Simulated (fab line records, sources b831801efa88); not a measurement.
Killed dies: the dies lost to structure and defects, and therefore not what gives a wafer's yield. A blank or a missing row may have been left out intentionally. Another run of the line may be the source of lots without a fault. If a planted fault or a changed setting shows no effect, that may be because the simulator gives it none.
Chamber matching | flow sfqLine | SFQ_TRILAYER_I3_CMP_CMP_082 on cmp-02 has 4 sister chambers
The step polishes SiO2. 8 wafers are shown with their chamber, then 8 later ones without.

## WAFERS, EACH WITH ITS CHAMBER
wafer  | chamber | motorCurrentA (A) | timeToEndpointS (s)
L900.4 | 2       | 8.8               | 210
L902.3 | 1       | 9.8               | 216
L903.3 | 2       | 8.8               | 208
L904.5 | 1       | 9.9               | 218
L904.6 | 0       | 9.0               | 223
L905.1 | 0       | 8.9               | 221
L905.5 | 3       | 8.5               | 229
L915.2 | 3       | 8.8               | 218

## WAFERS WITH NO CHAMBER GIVEN
wafer  | motorCurrentA (A) | timeToEndpointS (s)
L915.4 | 8.7               | 224
L915.6 | 9.7               | 218
L916.3 | 9.1               | 214
L916.4 | 9.7               | 218
L916.6 | 9.1               | 223
L918.4 | 8.5               | 217
L918.1 | 9.0               | 215
L918.3 | 9.9               | 214

## WHICH CHAMBER EACH ONE RAN IN
wafer  | from the rows above          | in truth
L915.4 | can't be placed: 3 or 0      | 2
L915.6 | 1                            | 1
L916.3 | can't be placed: 0 or 2      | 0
L916.4 | 1                            | 1
L916.6 | 0                            | 0
L918.4 | can't be placed: 3 or 2 or 0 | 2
L918.1 | can't be placed: 0 or 2 or 3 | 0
L918.3 | 1                            | 1
Correctly placed: 4 of 8. Unplaceable from these rows: 4, with the true chamber sitting among the candidates in 3. Wrongly placed: 0.
How it was worked out, from the rows above alone: a wafer's distance from a chamber is the root of the sum, over the readings, of the square of ((its reading less the chamber's mean) divided by the reading's scatter). The wafer belongs to the nearest chamber; if the next one is less than 2 further off, it can't be placed. A chamber's mean is the mean of its shown wafers. The scatter: take each reading less its chamber's mean, square it, sum over the shown wafers, divide by the number of wafers less the number of chambers, and take the root.
